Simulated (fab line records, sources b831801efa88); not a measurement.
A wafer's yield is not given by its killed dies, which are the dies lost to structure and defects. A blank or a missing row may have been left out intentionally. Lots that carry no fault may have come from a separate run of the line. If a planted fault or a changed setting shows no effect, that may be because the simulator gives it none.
Code-filled problem report in 8D (eight disciplines) form ; flow gf180mcu ; the parts of the form that need people (team, actions taken, sign-off) are left out

1. THE ISSUE
At GF_V3_CD_MEAS_14, cd nm averages 274.4 nm over 9 wafers from 3 lots, while fault-free wafers read 259.7 nm, standard deviation 1.4. That is +10 standard deviations from the usual mean.
The step: target cd 260 nm.
First observed at day 27 05:01: wafer L297.2, on cd sem-02. At this step, 33 wafers from 11 lots have a number in the record. By rule, "out" or "out of limits" means more than 4 standard deviations away from the usual mean. Any other wafer with a number is counted as sound.

2. WHAT IT IS, WHAT IT ISN'T
question;is;is not
which readings at this step;cd nm;-
which lots;L297, L298, L299;L284, L286, L288, L290, L291, L292, L305, L306
which wafers of those lots;all that have a number;-
read on which gauges;cd sem-01, cd sem-02;-
when;from day 27 05:01;"up to then (18 sound wafers); but 6 sound wafers of L305, L306 came after"

3. WHAT RULES OUT EACH SUSPECT
Counting: a tool stays on the suspect list if, at a process step up to the reading, it processed all lots that are out and no sound lot following the first of them.
- the gauge at GF_V3_CD_MEAS_14 has been ruled out. 2 gauges (cd sem-01, cd sem-02) read the wafers that are out.
- litho track-04 at GF_V3_PEB_12 (peb time 90 s): kept. It processed each lot that is out, first L297 at day 27 04:40, and no sound lot thereafter; up to then, the last sound lot it processed was L292 at day 25 15:37. On those wafers its own readings are out: heater power total W, plate temp C.
Left after counting: litho track-04 at GF_V3_PEB_12.

4. THE CAUSE (what the simulator had put in)
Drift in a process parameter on litho track-04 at GF_V3_PEB_12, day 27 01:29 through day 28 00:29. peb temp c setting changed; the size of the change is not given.
After counting, this tool was the only one left.

5. THE CHAIN OF EFFECTS, in route order
One row per reading whose mean, taken over the struck wafers that have a number, lies over 3 standard deviations from the usual. Only readings for which the record gives a usual standard deviation are gone through. hours: the time from each lot's start at the first step in this table that gives one to its start at this step, as a median over the lots. sigmas: the change in usual standard deviations.
hours;step;reading;usual;on struck wafers;change;sigmas
0;GF_V3_PEB_12;heater power total W;85.70 W;92.33;+6.63;+79
0;GF_V3_PEB_12;plate temp C;135.00 C;142.96;+7.96;+72
0;GF_V3_CD_MEAS_14;cd nm;259.7 nm;274.4;+14.7;+10
Process steps it contains:
- GF_V3_PEB_12: peb time 90 s.

6. WHAT WOULD HAVE CAUGHT IT SOONER
The first out-of-limits reading at a measuring or inspecting step in this record came at day 27 05:01, 4 hours after the fault's start at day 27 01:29.
Tool's own readings at GF_V3_PEB_12, heater power total W, plate temp C: out on all struck wafers the step has rows for; an alarm limit on them would have tripped on the first.
Of the lots that are out (3), L298, L299 began GF_V3_PEB_12 on litho track-04 after day 27 05:01. A hold on the tool at that time would have spared those 2.
